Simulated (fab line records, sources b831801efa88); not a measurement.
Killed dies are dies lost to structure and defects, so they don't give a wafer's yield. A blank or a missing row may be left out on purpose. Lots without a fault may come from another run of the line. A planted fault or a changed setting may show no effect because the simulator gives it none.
One fault seen from 2 desks | flow gf180mcu | each desk has only its own numbers; what lay behind them comes last

THE METROLOGY DESK
What the gauges read, lot by lot, whatever tool the lot ran on: means of the sampled wafers that have a number. A lot is out of limits, marked OUT, if its mean lies more than 4 standard deviations from the usual mean; the brackets give that distance.
Columns: A = cd_nm at GF_V1_CD_MEAS_14, usual 260.6 nm; B = V1_OVL at GF_V1_OVL_MEAS_15, usual 3 nm
lot  | first seen here | A     | B
L213 | day 18 08:16    | 260.7 | 6
L218 | day 20 02:55    | 261.0 | 10
L225 | day 22 10:47    | 261.5 | 4
L232 | day 25 01:59    | 260.6 | 10
L233 | day 25 20:49    | 261.6 | -7
This desk's finding: nothing out of limits on any of the 5 lots.

THE TOOL OWNER'S DESK: pvd_sputter-03
The tool's own readings at GF_V1_SPUTTER_21 (material Ti, target thk 15 nm, time 80.02 s): means of the sampled wafers that have a number, for each lot that ran on this tool. A lot is out of limits, marked OUT, if its mean lies more than 4 standard deviations from the usual mean; the brackets give that distance.
Columns: A = chamber_pressure_pa at GF_V1_SPUTTER_21, usual 5.001 Pa; B = throttle_valve_pct at GF_V1_SPUTTER_21, usual 29.8 %
lot  | first seen here | A     | B
L218 | day 20 03:45    | 4.997 | 28.9
L232 | day 25 02:47    | 4.989 | 29.7
This desk's finding: nothing out of limits on any of the 2 lots.

PUT TOGETHER
The metrology desk saw nothing out of limits.
The tool owner's desk saw nothing out of limits.

WHAT THE SIMULATOR HAD PUT IN
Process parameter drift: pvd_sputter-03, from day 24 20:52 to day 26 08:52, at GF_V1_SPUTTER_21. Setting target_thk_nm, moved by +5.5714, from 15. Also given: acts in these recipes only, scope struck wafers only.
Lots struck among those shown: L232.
